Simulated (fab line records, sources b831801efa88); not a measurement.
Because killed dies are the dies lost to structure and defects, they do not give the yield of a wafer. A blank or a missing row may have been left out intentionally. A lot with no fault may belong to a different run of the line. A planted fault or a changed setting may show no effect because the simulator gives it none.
One fault seen from 2 desks    flow sky130    each desk holds nothing but its own numbers, with what lay behind them at the end

== FOR THE TOOL OWNER'S DESK: implanter-04 ==
SKY_LDD_LDN_IMPLANT_08, tool's own readings: per-lot mean of the sampled wafers with a number, covering each lot this tool ran. If a lot's mean is further than 4 standard deviations from the usual mean, the lot is out of limits and carries the mark OUT (the distance appears in the brackets).
Columns: A = dose_ions_cm2 at SKY_LDD_LDN_IMPLANT_08, usual 1.2499e+13; B = faraday_current_uA at SKY_LDD_LDN_IMPLANT_08, usual 70.5
lot   first seen here  A                             B
L962  day 24 07:46     1.2491e+13                    69.7
L964  day 24 08:44     1.2495e+13                    71.9
L963  day 24 15:38     1.2498e+13                    69.7
L965  day 25 05:12     4.3943e+12 (-99 or more) OUT  25.3 (-38) OUT
L966  day 25 14:39     4.3830e+12 (-99 or more) OUT  24.8 (-38) OUT
L978  day 30 09:56     1.2491e+13                    70.9
Finding of this desk: L965, L966 out of limits; the first was L965 at day 25 05:12, on dose_ions_cm2 at SKY_LDD_LDN_IMPLANT_08. L962, L964, L963, L978: within limits.

== METROLOGY DESK ==
What the gauges read for every lot (on any tool): the sampled wafers with a number, averaged. If a lot's mean is further than 4 standard deviations from the usual mean, the lot is out of limits and carries the mark OUT (the distance appears in the brackets).
Columns: A = GATE_OXIDE_OVL at SKY_GATE_OXIDE_OVL_MEAS_10, usual 0.4 nm; B = LDD_LDN_OVL at SKY_LDD_LDN_OVL_MEAS_07, usual -0.1 nm; C = LDD_LDN_TW at SKY_LDD_LDN_TW_MEAS_13, usual 1469; D = cd_nm at SKY_POLY_CUT_CD_MEAS_08, usual 270.3 nm
lot   first seen here  A     B     C                D
L960  day 14 05:50     1.1   1.0   1501             271.2
L962  day 14 23:04     0.7   0.5   1451             272.4
L964  day 15 08:31     -0.4  -0.7  1466             267.7
L963  day 15 08:49     0.7   0.5   1452             271.4
L965  day 15 22:41     -0.3  0.4   1407             270.5
L966  day 16 09:05     1.3   0.3   1367 (-4.1) OUT  269.5
L973  day 19 12:04     1.0   1.4   1503             269.4
L974  day 19 21:59     -0.6  -0.7  1454             271.6
L976  day 20 06:59     -0.5  0.7   1456             268.6
L978  day 20 19:31     1.9   -0.2  1494             271.8
L979  day 21 11:55     0.7   2.7   1472             270.7
L980  day 21 13:40     1.0   -0.3  1492             271.1
L982  day 21 22:28     -0.3  -1.1  1492             269.3
This desk's finding: out of limits on L966; first on L966, day 25 15:21 (LDD_LDN_TW at SKY_LDD_LDN_TW_MEAS_13). L960, L962, L964, L963, L965, L973, L974, L976, L978, L979, L980, L982: within limits.

== BROUGHT TOGETHER ==
The tool owner's desk could have raised an alarm at day 25 05:12, on L965, L966.
L966 would have let the metrology desk raise an alarm at day 25 15:21.
The metrology desk holds a record of L965, inside its limits.
Every lot named ran SKY_LDD_LDN_IMPLANT_08 on implanter-04.

== WHAT HAD BEEN PUT IN BY THE SIMULATOR ==
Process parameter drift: implanter-04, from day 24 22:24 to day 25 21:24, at SKY_LDD_LDN_IMPLANT_08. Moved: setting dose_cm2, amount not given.
Struck lots among those shown: L965, L966.
Fault start to first reading out of limits, in hours, per desk: tool owner, 7; metrology, 17.
